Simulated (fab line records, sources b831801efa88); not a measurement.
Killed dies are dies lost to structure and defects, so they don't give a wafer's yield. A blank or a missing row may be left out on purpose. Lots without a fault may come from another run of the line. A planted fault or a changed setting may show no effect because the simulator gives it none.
Problem report in the 8D (eight disciplines) form, filled by code | flow sfq_line | the parts of the form that need people (team, actions taken, sign-off) are left out

1. THE PROBLEM
run_length_s at SFQ_TRILAYER_I4_DEP_PECVD_099 reads a mean of 134.82 s on 6 wafers of 2 lots; wafers without a fault read 138.82 s with a standard deviation of 0.29. That is -14 standard deviations from the usual mean.
The step: deposits SiO2 from SiH4/N2O, time 111.11 s, target thk 500 nm.
First seen on wafer L285.1, day 37 20:22, on pecvd-03. The record holds 42 wafers of 14 lots with a number at this step. Rule for "out", or "out of limits": more than 4 standard deviations from the usual mean. The other wafers with a number count as sound.

2. WHAT IT IS AND WHAT IT IS NOT
question                    | is                     | is not
which readings at this step | run_length_s           | heater_power_w, throttle_valve_pct
which lots                  | L285, L286             | L278, L280, L282, L291, L292, L293, L294, L295, L296, L297, L298, L299
which wafers of those lots  | all that have a number | -
read on which tools         | pecvd-03               | pecvd-01, pecvd-04
when                        | from day 37 20:22      | up to then (9 sound wafers); but 27 sound wafers of L291, L292, L293, L294, L295, L296, L297, L298, L299 came after

3. SUSPECTS, AND WHAT RULES EACH OUT
Counting: a tool at a process step up to the reading stays a suspect if it ran every lot that is out and no sound lot after the first of them.
- pecvd-03 at SFQ_TRILAYER_I4_DEP_PECVD_099 (deposits SiO2 from SiH4/N2O, time 111.11 s, target thk 500 nm): ruled out as a lasting fault. Sound lots L292, L294, L295, L297 ran on it after its first lot that is out, L285 (day 37 20:22).
Left after counting: nothing in the record.

4. THE CAUSE (what the simulator had put in)
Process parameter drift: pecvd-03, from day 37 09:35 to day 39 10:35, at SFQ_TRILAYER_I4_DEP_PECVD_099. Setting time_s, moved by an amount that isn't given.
Counting ruled it out, wrongly.

5. THE CHAIN OF EFFECTS, in route order
Each row: a reading whose mean over the struck wafers that have a number lies more than 3 standard deviations from the usual. Only readings for which the record gives a usual standard deviation are gone through. hours: the time from each lot's start at the first step in this table that gives one to its start at this step, as a median over the lots. sigmas: the change in usual standard deviations.
hours | step                          | reading      | usual    | on struck wafers | change | sigmas
0     | SFQ_TRILAYER_I4_DEP_PECVD_099 | run_length_s | 138.82 s | 134.82           | -4.00  | -14
The process steps in it:
- SFQ_TRILAYER_I4_DEP_PECVD_099: deposits SiO2 from SiH4/N2O, time 111.11 s, target thk 500 nm.
Readings that are blank on the struck wafers while sound wafers have them: rf_fwd_power_W at SFQ_TRILAYER_I4_DEP_PECVD_099.
Later measuring or inspecting steps at which every struck wafer that the step has a row for has a number for every such reading, and none has moved that far: SFQ_I7_OVL_MEAS_947.

6. WHAT WOULD HAVE CAUGHT IT SOONER
In this record the first reading out of limits was taken at day 37 20:22, 11 hours after the fault began at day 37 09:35.
